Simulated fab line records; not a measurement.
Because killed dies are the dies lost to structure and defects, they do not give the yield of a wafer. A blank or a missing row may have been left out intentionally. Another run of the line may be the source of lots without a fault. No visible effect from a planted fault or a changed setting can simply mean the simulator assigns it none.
Matching of chambers -- flow gf180mcu -- GF_V3_CVD_02 on pecvd-04 has 3 sister chambers
The step deposits SiO2 from TEOS, target thk 850 nm, time 94.851 s. 20 wafers are shown with their chamber, then 10 later ones without.

## WAFERS WITH THEIR CHAMBER
wafer,chamber,heater power w (W)
L074.2,1,597
L074.4,2,542
L074.5,0,617
L075.1,2,662
L075.2,1,513
L075.5,2,539
L076.2,0,775
L076.5,2,543
L076.6,1,478
L081.1,1,518
L081.2,2,682
L081.3,0,671
L084.4,1,524
L084.5,0,791
L084.6,2,621
L087.1,2,620
L087.2,1,617
L087.3,0,734
L088.2,1,525
L088.3,2,590

SIGNATURES (averages over the wafers above)
reading,chamber 0,chamber 1,chamber 2,scatter within a chamber
heater power w,717.60,538.86,599.88,58.3
Rule: for a wafer and a chamber, the distance is found by dividing, reading by reading, the gap between the wafer's reading and the chamber's mean by the reading's scatter, squaring, summing and taking the root. If the next closest chamber is less than 2 further off than the closest, the wafer can't be placed; otherwise it belongs to the closest. The scatter: take each reading less its chamber's mean, square it, sum over the shown wafers, divide by the number of wafers less the number of chambers, and take the root.

## WAFERS MISSING THEIR CHAMBER
wafer,heater power w (W)
L088.6,700
L089.1,586
L089.4,607
L089.5,612
L090.1,635
L090.5,655
L090.6,616
L091.2,785
L091.3,584
L091.4,609

## WHICH CHAMBER EACH WENT THROUGH
wafer,from the rows above,in truth
L088.6,can't be placed: 0 or 2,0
L089.1,can't be placed: 2 or 1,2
L089.4,can't be placed: 2 or 1 or 0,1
L089.5,can't be placed: 2 or 1 or 0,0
L090.1,can't be placed: 2 or 0 or 1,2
L090.5,can't be placed: 2 or 0 or 1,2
L090.6,can't be placed: 2 or 1 or 0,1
L091.2,0,0
L091.3,can't be placed: 2 or 1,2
L091.4,can't be placed: 2 or 1 or 0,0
Correctly placed: 1 of 10. Not placeable from these rows: 9 (in 9, the candidates include the true chamber). Placed wrongly: 0.
